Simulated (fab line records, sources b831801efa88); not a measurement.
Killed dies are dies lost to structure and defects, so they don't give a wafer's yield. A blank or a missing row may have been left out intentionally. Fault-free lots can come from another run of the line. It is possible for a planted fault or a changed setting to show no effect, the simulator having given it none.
Commonality check across tools -- flow sky130 -- Sampled: 11 lots, 39 wafers

WHY IT WAS OPENED
SKY_SD_P_TW_MEAS_11, reading SD_P_TW: flagged on 2 of 11 lots. Wafers without a fault read 2788, standard deviation 14.
Rule: a lot gets a flag if all its wafers with a number sit over 4 standard deviations from that mean, or if no wafer of it has a number. All remaining lots are regarded as sound.

lot,measured,on,"SD_P_TW, wafer by wafer",flag
L351,day 24 22:11,film_metro-01,2803 2797 2795,
L353,day 26 04:56,film_metro-03,2819 2819 2805,
L354,day 26 08:01,film_metro-01,2777 2801 2801,
L355,day 26 17:16,film_metro-04,2752 2779 2768,
L358,day 28 00:49,film_metro-04,2781 2792 2781,
L364,day 29 22:34,film_metro-03,2790 2779 2794,
L363,day 30 01:18,film_metro-04,2769 2778 2785,
L365,day 30 02:20,film_metro-04,2779 2809 2792,
L369,day 31 16:53,film_metro-03,2783 2797 2795,
L370,day 31 19:17,film_metro-01,2686 2681 2674 2677 2690 2685,FLAGGED
L373,day 32 17:47,film_metro-01,2670 2668 2662 2661 2647 2662,FLAGGED
Average over the flagged lots: 2672; offset from the usual -116, equal to -8 standard deviations.

TOOL THAT RAN EACH LOT
The record holds 2 process steps before the reading, out of a route of 708 steps. In each cell: the tool, then ch and the chambers that the sampled wafers went through, then the start.
lot,flag,SKY_SD_P_IMPLANT_09,SKY_SD_P_STRIP_10
L351,,"implanter-04 ch 0, day 24 21:56","plasma_asher-03 ch 0,1, day 24 22:05"
L353,,"implanter-03 ch 0, day 26 04:41","plasma_asher-01 ch 0,1, day 26 04:50"
L354,,"implanter-04 ch 0, day 26 07:48","plasma_asher-03 ch 0,1, day 26 07:55"
L355,,"implanter-03 ch 0, day 26 17:03","plasma_asher-04 ch 0,1, day 26 17:10"
L358,,"implanter-04 ch 0, day 28 00:34","plasma_asher-04 ch 0,1, day 28 00:43"
L364,,"implanter-04 ch 0, day 29 22:21","plasma_asher-01 ch 0,1, day 29 22:28"
L363,,"implanter-04 ch 0, day 30 01:04","plasma_asher-03 ch 0,1, day 30 01:11"
L365,,"implanter-02 ch 0, day 30 02:06","plasma_asher-03 ch 0,1, day 30 02:14"
L369,,"implanter-03 ch 0, day 31 16:38","plasma_asher-01 ch 0,1, day 31 16:47"
L370,FLAGGED,"implanter-04 ch 0, day 31 19:02","plasma_asher-01 ch 0,1, day 31 19:11"
L373,FLAGGED,"implanter-04 ch 0, day 32 17:32","plasma_asher-04 ch 0,1, day 32 17:41"
These steps, and what they do:
- SKY_SD_P_IMPLANT_09
- SKY_SD_P_STRIP_10: strips in O2/N2.
- SKY_SD_P_TW_MEAS_11

FLAGGED OVER TOTAL, TOOL BY TOOL (the gauges that took the reading come last)
step,tool,lots run,flagged,share of the flagged lots,sound lots run after its first flagged lot
SKY_SD_P_IMPLANT_09,implanter-02,1,0,none,-
SKY_SD_P_IMPLANT_09,implanter-03,3,0,none,-
SKY_SD_P_IMPLANT_09,implanter-04,7,2,all,0
SKY_SD_P_STRIP_10,plasma_asher-01,4,1,some,0
SKY_SD_P_STRIP_10,plasma_asher-03,4,0,none,-
SKY_SD_P_STRIP_10,plasma_asher-04,3,1,some,0
SKY_SD_P_TW_MEAS_11,film_metro-01,4,2,all,0
SKY_SD_P_TW_MEAS_11,film_metro-03,3,0,none,-
SKY_SD_P_TW_MEAS_11,film_metro-04,4,0,none,-

WHAT THE TABLE ALLOWS
Table rows that saw every flagged lot: 2, namely implanter-04 at SKY_SD_P_IMPLANT_09 and film_metro-01 at SKY_SD_P_TW_MEAS_11.
- implanter-04 at SKY_SD_P_IMPLANT_09 ran 7 lots, 2 of them flagged. A fault beginning between L363 (day 30 01:04), its last sound lot, and L370 (day 31 19:02), its first flagged one, fits the data. Its own readings (dose_ions_cm2) fall more than 4 standard deviations out on all wafers of the flagged lots.
- film_metro-01 at SKY_SD_P_TW_MEAS_11 ran 4 lots, 2 of them flagged. A fault beginning between L354 (day 26 08:01), its last sound lot, and L370 (day 31 19:17), its first flagged one, fits the data.
A lot count leaves these 2 tools indistinguishable: every one of them fits a fault beginning at some hour. More lots, or a look at what each step does to the wafer, might.

WHAT THE SIMULATOR HAD PUT IN
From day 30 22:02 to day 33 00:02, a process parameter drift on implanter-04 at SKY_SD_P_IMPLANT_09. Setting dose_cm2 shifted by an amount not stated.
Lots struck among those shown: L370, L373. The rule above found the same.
